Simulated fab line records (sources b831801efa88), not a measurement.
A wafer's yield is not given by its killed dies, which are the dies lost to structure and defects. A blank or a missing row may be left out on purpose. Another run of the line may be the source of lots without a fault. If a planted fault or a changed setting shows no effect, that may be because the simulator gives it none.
Struck lot and sound lot, side by side    flow sky130    33 out of 708 route steps
Sound: wafers L307.3, L307.4, L307.6. Struck: wafer L317.6 (left out: L317.2, L317.3 of the same lot, which were not struck); the cause appears at the end.
For every step that has rows: the tool of each side, followed by ch and its chambers, followed by its first start. Under that, the readings that differ: sound wafers    struck wafers    difference of the means    sigmas: that difference in standard deviations of wafers without a fault.
alike: same words and numbers on both sides, and readings whose means sit less than 2 such deviations apart. not compared: any withheld reading, any reading some wafer has no value for, any bound like >300 that may hide the same value, and any number with overlapping values for which the record gives no deviation.
A row with sigmas, a row that says differs or no value, or rows on one side alone: a step with any of these is where the two part. Numbers that don't overlap but have no deviation are shown without sigmas and don't part them. A reading that every wafer of one side lacks parts them only if that side has two wafers or more.

first, 8 steps without rows for these wafers: SKY_VIA1_ETCH_14 (etches BARC in N2/H2, stops on SiO2, time 45.9 s, target depth 60 nm); SKY_VIA1_ETCH_15 (etches SiO2 in C4F8/O2/Ar, stops on TiN, target depth 351 nm, time 54 s); SKY_VIA1_STRIP_16 (strips in O2/N2); SKY_VIA1_STRIP_17 (strips in post etch residue remover, time 1200 s); SKY_VIA1_CLEAN_18 (cleans in IPA, time 180 s); SKY_VIA1_CLEAN_19 (cleans in O3/DIW); SKY_VIA1_SPUTTER_20 (material TiN, target thk 20 nm, time 80 s); SKY_VIA1_CVD_21 (deposits W, target thk 270 nm, time 80.902 s).
SKY_VIA1_CMP_24: polishes, stops on SiO2, t overpolish 15 s, target thk 0 nm.
  sound on cmp-01 ch 2,3, day 34 12:00; struck on cmp-01 ch 2, day 37 05:31
  alike: motorCurrentA, overpolishRunS, slurryFilterDpKPa, slurryFlowMlMin, timeToEndpointS
then, 23 steps without rows for these wafers: SKY_METAL2_SPUTTER_00 (material Ti, target thk 15 nm, time 10 s); SKY_METAL2_SPUTTER_01 (material TiN, target thk 20 nm, time 16.7 s); SKY_METAL2_SPUTTER_02 (material AlCu, target thk 250 nm, time 13.3 s); SKY_METAL2_SPUTTER_03 (material Ti, target thk 5 nm, time 3.3 s); SKY_METAL2_SPUTTER_04 (material TiN, target thk 70 nm, time 58.3 s); SKY_METAL2_DEHYDRATE_07 (time 60 s); SKY_METAL2_HMDS_08 (prime time 60 s); SKY_METAL2_COAT_09 (resist thk 60 nm); SKY_METAL2_COAT_10 (resist thk 450 nm); SKY_METAL2_SOFTBAKE_11 (time 90 s); SKY_METAL2_EXPOSE_12 (exposes mask MM2, target cd 140 nm); SKY_METAL2_PEB_13; SKY_METAL2_DEVELOP_14 (develop time 60 s); SKY_METAL2_DESCUM_17 (chemistry O2, time 8 s); SKY_METAL2_ETCH_18 (etches BARC in N2/H2, stops on SiO2, time 45.9 s, target depth 60 nm); SKY_METAL2_METAL_ETCH_19 (etches the open film in Cl2/BCl3, stops on SiO2, target depth 360 nm, time 78 s); SKY_METAL2_STRIP_20 (strips in O2/N2); SKY_METAL2_STRIP_21 (strips in post etch residue remover, time 1200 s); SKY_METAL2_CLEAN_22 (cleans in IPA, time 180 s); SKY_METAL2_CLEAN_23 (cleans in O3/DIW); SKY_VIA2_HDPCVD_00 (deposits SiO2, target thk 1180 nm, time 196.7 s); SKY_VIA2_CMP_02 (polishes SiO2); SKY_VIA2_DEHYDRATE_04 (time 60 s).
-- the record jumps here: 11 days lie between the struck wafers' starts before and after (it left off in module VIA2 and takes up again in module PAD_OPEN, whose first step shown is number 708 of the route) --
SKY_PAD_OPEN_PROBE_99:
  sound on prober-01 at day 46 01:31; struck on prober-02 at day 48 05:36
reading                                sound              struck  difference  sigmas
defectLimitedYield (%)                 80.3 84.1 80.9     31.3    -50.5       -24
killed_at_M0_to_M3                     50 39 43           310     +266        +38
killedDies                             97 78 94           338     +248        +25
killedOnRim                            19 13 27           70      +50         +14
sort_bin_3_pad_short (%)               1.0 0.8 1.2        6.3     +5.3        +14
sort_bin_5_function (%)                10.8 10.0 12.6     42.7    +31.6       +21
sort_bin_6_memory (%)                  7.9 5.1 5.3        19.7    +13.6       +12
sortNPass                              395 414 398        154     -248        -25
sortYieldPct (%)                       80.3 84.1 80.9     31.3    -50.5       -24
model.etest.tester.sortNPass           395 414 398        154     -248        
model.etest.tester.sortYieldPct (%)    80.28 84.15 80.89  31.3    -50.5       
model.etest.tester.sort_bin_5_pct (%)  10.77 9.959 12.6   42.68   +31.57      
model.etest.tester.sort_bin_6_pct (%)  7.927 5.081 5.285  19.72   +13.62      
model.etest.tester.sort_bin_3_pct (%)  1.016 0.813 1.22   6.301   +5.285      
  alike: killed_at_M4_up, killedAtContacts, killedAtFrontEnd, killedAtOther, killedOpen, killedShort

WHERE THEY PART
At SKY_PAD_OPEN_PROBE_99 and nowhere else, as far as this record goes.

WHY: the cause the simulator had injected
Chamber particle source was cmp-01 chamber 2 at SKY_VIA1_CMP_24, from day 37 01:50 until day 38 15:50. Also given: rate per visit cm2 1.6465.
